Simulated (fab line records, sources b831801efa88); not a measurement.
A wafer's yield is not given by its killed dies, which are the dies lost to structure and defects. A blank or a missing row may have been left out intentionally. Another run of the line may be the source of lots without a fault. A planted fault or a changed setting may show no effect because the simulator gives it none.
Chamber matching :: flow sky130 :: SKY_CAP2M_CVD_00 on pecvd-02: 3 sister chambers
The step deposits SiO2, target thk 15.5 nm. 22 wafers are shown with their chamber, then 11 later ones without.

== EACH WAFER AND ITS CHAMBER ==
wafer: L076.2
chamber: 0
heater-power-w (W): 873

wafer: L076.3
chamber: 0
heater-power-w (W): 887

wafer: L076.5
chamber: 2
heater-power-w (W): 718

wafer: L080.1
chamber: 0
heater-power-w (W): 746

wafer: L080.2
chamber: 2
heater-power-w (W): 720

wafer: L080.3
chamber: 1
heater-power-w (W): 637

wafer: L080.4
chamber: 1
heater-power-w (W): 638

wafer: L080.5
chamber: 2
heater-power-w (W): 747

wafer: L080.6
chamber: 0
heater-power-w (W): 722

wafer: L083.1
chamber: 2
heater-power-w (W): 715

wafer: L083.2
chamber: 0
heater-power-w (W): 717

wafer: L083.5
chamber: 2
heater-power-w (W): 750

wafer: L086.3
chamber: 0
heater-power-w (W): 755

wafer: L086.4
chamber: 0
heater-power-w (W): 763

wafer: L086.6
chamber: 2
heater-power-w (W): 743

wafer: L087.1
chamber: 1
heater-power-w (W): 598

wafer: L087.3
chamber: 2
heater-power-w (W): 793

wafer: L087.4
chamber: 1
heater-power-w (W): 602

wafer: L089.1
chamber: 0
heater-power-w (W): 819

wafer: L089.4
chamber: 0
heater-power-w (W): 807

wafer: L089.6
chamber: 2
heater-power-w (W): 707

wafer: L092.2
chamber: 0
heater-power-w (W): 840

SIGNATURES, as means of the wafers listed above
reading: heater-power-w
chamber 0: 792.90
chamber 1: 618.75
chamber 2: 736.62
scatter within a chamber: 46.2
Rule: a wafer lies at a distance from a chamber equal to the root of the sum of squares, over the readings, of (its reading less the chamber's mean, divided by the reading's scatter). The wafer belongs to the nearest chamber; if the next one is less than 2 further off, it can't be placed. How the scatter is found: for the shown wafers, subtract from each reading the mean of its chamber, square and add these, divide the total by (wafers less chambers), then take the root.

== WAFERS WHOSE CHAMBER IS MISSING ==
wafer: L092.5
heater-power-w (W): 694

wafer: L092.6
heater-power-w (W): 778

wafer: L091.1
heater-power-w (W): 756

wafer: L091.3
heater-power-w (W): 666

wafer: L091.4
heater-power-w (W): 755

wafer: L094.2
heater-power-w (W): 607

wafer: L094.3
heater-power-w (W): 707

wafer: L094.4
heater-power-w (W): 609

wafer: L097.2
heater-power-w (W): 743

wafer: L097.3
heater-power-w (W): 724

wafer: L097.4
heater-power-w (W): 662

== THE CHAMBER EACH PASSED THROUGH ==
wafer: L092.5
from the rows above: can't be placed: 2 or 1 or 0
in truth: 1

wafer: L092.6
from the rows above: can't be placed: 0 or 2
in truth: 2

wafer: L091.1
from the rows above: can't be placed: 2 or 0
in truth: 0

wafer: L091.3
from the rows above: can't be placed: 1 or 2 or 0
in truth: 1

wafer: L091.4
from the rows above: can't be placed: 2 or 0
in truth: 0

wafer: L094.2
from the rows above: 1
in truth: 1

wafer: L094.3
from the rows above: can't be placed: 2 or 0 or 1
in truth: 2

wafer: L094.4
from the rows above: 1
in truth: 1

wafer: L097.2
from the rows above: can't be placed: 2 or 0
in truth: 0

wafer: L097.3
from the rows above: can't be placed: 2 or 0
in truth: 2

wafer: L097.4
from the rows above: can't be placed: 1 or 2 or 0
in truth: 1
2 of 11 placed correctly. Unplaceable from these rows: 9, with the true chamber sitting among the candidates in 9. Placed wrongly: 0.
